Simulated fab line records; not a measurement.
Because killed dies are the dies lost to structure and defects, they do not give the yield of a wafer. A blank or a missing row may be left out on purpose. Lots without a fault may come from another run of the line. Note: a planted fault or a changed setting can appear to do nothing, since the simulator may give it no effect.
Which tool did it?    flow sky130    6 lots with 18 wafers sampled at 2 steps, on a route of 708 steps

## WHAT THE GAUGES SHOWED, per wafer
SKY_FIELD_ISO_THK_MEAS_23.
lot   measured     on             FIELD_ISO_OXIDATION_01_THK (nm)
L688  day 2 18:49  film-metro-01  9.83 9.68 9.61
L694  day 4 00:50  film-metro-01  9.87 10.07 10.08
L697  day 4 22:12  film-metro-03  9.85 9.95 9.79
L704  day 6 08:17  film-metro-03  10.17 9.85 9.87
L706  day 6 17:01  film-metro-02  10.09 10.20 10.10
L708  day 7 00:59  film-metro-02  9.94 9.89 10.01

## TOOL THAT RAN EACH LOT (tool first, then ch and the chambers of the sampled wafers, then the start)
lot   SKY_FIELD_ISO_ETCH_17
L688  rie-si-02 ch 0,1,2, day 2 16:33
L694  rie-si-01 ch 0,1, day 3 22:47
L697  rie-si-01 ch 1,2,3, day 4 20:02
L704  rie-si-01 ch 1,2, day 6 06:45
L706  rie-si-02 ch 0,1,2, day 6 15:17
L708  rie-si-02 ch 0,2, day 6 23:27
- SKY_FIELD_ISO_ETCH_17: etches Si in HBr/Cl2/O2, target depth 342 nm, time 97.7 s.

## THE ANSWER, worked out from the rows above alone
Rule: what is usual is taken from the lots themselves. Put in order of their means at a reading, lots are off if they are a third of the lots or fewer, leave a main group of 4 or more, and stand apart from it by a gap of 3 or more times the standard deviation of the main group's means; of several such gaps the widest counts. A main group is skipped when, at the precision printed for the reading in the tables above, its means are all equal. Also off: a lot with no number at a reading for which 4 or more lots have one. The other lots that the step has rows for count as sound.
No lot is off at any reading shown: from this, nothing can be told.

## WHAT THE SIMULATOR PUT IN
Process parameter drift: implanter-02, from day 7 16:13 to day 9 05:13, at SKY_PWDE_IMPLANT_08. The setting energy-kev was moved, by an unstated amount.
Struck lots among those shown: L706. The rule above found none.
